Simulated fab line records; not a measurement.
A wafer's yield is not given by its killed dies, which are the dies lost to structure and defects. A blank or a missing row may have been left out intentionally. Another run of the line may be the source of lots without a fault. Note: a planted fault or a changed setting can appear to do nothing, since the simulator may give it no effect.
Code-filled problem report in 8D (eight disciplines) form -- flow sky130 -- the parts of the form that need people (team, actions taken, sign-off) are left out

1. WHAT WENT WRONG
LDD_HVN_TW at SKY_LDD_HVN_TW_MEAS_10 reads a mean of 30 on 3 wafers of 1 lot; wafers without a fault read 1432 with a standard deviation of 12. That is -99 or more standard deviations from the usual mean.
The first sign was on wafer L310.1 at day 24 19:37, on film-metro-04. The record has a number at this step for 33 wafers belonging to 11 lots. Rule for "out", or "out of limits": more than 4 standard deviations from the usual mean. The rest of the wafers with a number are treated as sound.

2. WHAT THIS IS AND IS NOT
question,is,is not
which readings at this step,LDD_HVN_TW,-
which lots,L310,"L300, L301, L302, L304, L306, L308, L309, L311, L314, L321"
which wafers of those lots,all that have a number,-
read on which gauges,film-metro-04,"film-metro-02, film-metro-03"
when,from day 24 19:37,"up to then (21 sound wafers); but 9 sound wafers of L311, L314, L321 came after"

3. WHAT RULES OUT EACH SUSPECT
Counting: a tool at a process step up to the reading stays a suspect if it ran every lot that is out and no sound lot after the first of them.
- the gauge at SKY_LDD_HVN_TW_MEAS_10 is ruled out. All the wafers that are out were read on film-metro-04, but those of them that SKY_LDD_P_STRIP_10 has rows for are out there too, on other tools.
- plasma-asher-04 at SKY_LDD_P_STRIP_10 (strips in O2/N2): ruled out as a lasting fault. Sound lots L321 ran on it after its first lot that is out, L310 (day 23 13:30).
- plasma-asher-03 at SKY_LDD_HVN_STRIP_09 (strips in O2/N2): ruled out as a lasting fault. Sound lots L321 ran on it after its first lot that is out, L310 (day 24 19:31).
Left after counting: nothing in the record.

4. THE CAUSE (what the simulator had put in)
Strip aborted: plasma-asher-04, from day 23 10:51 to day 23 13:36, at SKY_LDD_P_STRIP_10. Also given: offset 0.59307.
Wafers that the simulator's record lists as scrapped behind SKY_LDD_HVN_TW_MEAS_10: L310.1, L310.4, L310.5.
The count ruled it out by mistake, since the rule takes a fault to strike every lot its tool runs from the start of the fault on, and this one did not do so.

5. THE EFFECT CHAIN, in route order
Rows list readings where the struck wafers' mean (over those with a number) sits beyond 3 standard deviations from the usual. Readings are gone through only where the record gives a usual standard deviation; hours: the median, over the lots, of the time from a lot's start at the first step in this table giving one to that lot's start at this step; sigmas: the change measured in usual standard deviations.
hours,step,reading,usual,on struck wafers,change,sigmas
0,SKY_LDD_P_STRIP_10,oes-product-au,0.716 a.u.,0.942,+0.226,+54
30,SKY_LDD_HVN_STRIP_09,oes-product-au,0.408 a.u.,0.642,+0.234,+51
30,SKY_LDD_HVN_STRIP_09,strip-time-to-endpoint-s,4.131 s,9.968,+5.837,+99 or more
30,SKY_LDD_HVN_TW_MEAS_10,LDD_HVN_TW,1432,30,-1402,-99 or more
It contains these process steps:
- SKY_LDD_P_STRIP_10: strips in O2/N2.
- SKY_LDD_HVN_STRIP_09: strips in O2/N2.
Readings that are blank on the struck wafers while sound wafers have them: strip-time-to-endpoint-s at SKY_LDD_P_STRIP_10.

6. HOW IT WOULD HAVE BEEN CAUGHT EARLIER
Counted from the fault's start at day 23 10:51, it took 33 hours until the first out-of-limits reading at a measuring or inspecting step in this record, taken at day 24 19:37.
Tool's own readings at SKY_LDD_P_STRIP_10, oes-product-au: out on all struck wafers the step has rows for; an alarm limit on them would have tripped on the first.
